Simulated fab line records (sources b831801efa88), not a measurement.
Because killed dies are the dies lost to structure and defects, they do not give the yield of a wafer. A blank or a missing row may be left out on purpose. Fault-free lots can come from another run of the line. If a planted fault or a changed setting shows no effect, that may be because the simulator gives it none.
A struck lot beside a sound one    flow sky130    14 out of 708 route steps
Sound: wafers L740.1, L740.3, L740.6. The struck wafers were L733.1, L733.2, L733.6. Last of all comes the cause.
Each step with rows lists, per side, the tool, then ch with its chambers, then its first start. Under that, the readings that differ: sound wafers    struck wafers    difference of the means    sigmas: that difference in standard deviations of wafers without a fault.
alike: same words and numbers on both sides, and readings whose means sit less than 2 such deviations apart. not compared: any withheld reading, any reading some wafer has no value for, any bound like >300 that may hide the same value, and any number with overlapping values for which the record gives no deviation.
The two part at a step that has a row with sigmas, a row that says differs or no value, or rows on one side only. Numbers that don't overlap but have no deviation are shown without sigmas and don't part them. A reading that every wafer of one side lacks parts them only if that side has two wafers or more.

first, 5 steps without rows for these wafers: SKY_DNWELL_SOFTBAKE_03; SKY_DNWELL_EXPOSE_04 (exposes mask DNM, target cd 3000 nm); SKY_DNWELL_PEB_05; SKY_DNWELL_DEVELOP_06 (develop time 60 s); SKY_DNWELL_IMPLANT_07.
SKY_DNWELL_STRIP_08: strips in O2/N2.
  sound on plasma-asher-02 ch 0, day 7 09:17; struck on plasma-asher-02 ch 0,1, day 5 13:14
  alike: drypump-motor-current-A, o2-flow-sccm, oes-product-au, strip-time-to-endpoint-s
  not compared: rf-hours-counter-h
SKY_DNWELL_TW_MEAS_09:
  sound on film-metro-03, day 7 09:23; struck on film-metro-01, day 5 13:20
  alike: DNWELL_TW
then, 5 steps without rows for these wafers: SKY_PWDE_DEHYDRATE_00 (time 60 s); SKY_PWDE_HMDS_01 (prime time 60 s); SKY_PWDE_COAT_02 (resist thk 3000 nm); SKY_PWDE_SOFTBAKE_03; SKY_PWDE_EXPOSE_04 (exposes mask PWDEM, target cd 840 nm).
SKY_PWDE_PEB_05:
  sound on litho-track-02 ch 0, day 8 04:00; struck on litho-track-01, day 6 07:00
  no value came back on the struck wafers for chill-plate-temp-C (C), exhaust-pa (Pa), heater-power-total-W (W); on the sound wafers chill-plate-temp-C (C) reads 22.91 22.79 22.92
then, 1 step without rows for these wafers: SKY_PWDE_DEVELOP_06 (develop time 60 s).

## WHERE THEY PART
Only at SKY_PWDE_PEB_05, within this record.

WHY: what had been put in by the simulator
Beginning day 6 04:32, the whole step at SKY_PWDE_PEB_05 was skipped on litho-track-01. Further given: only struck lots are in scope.
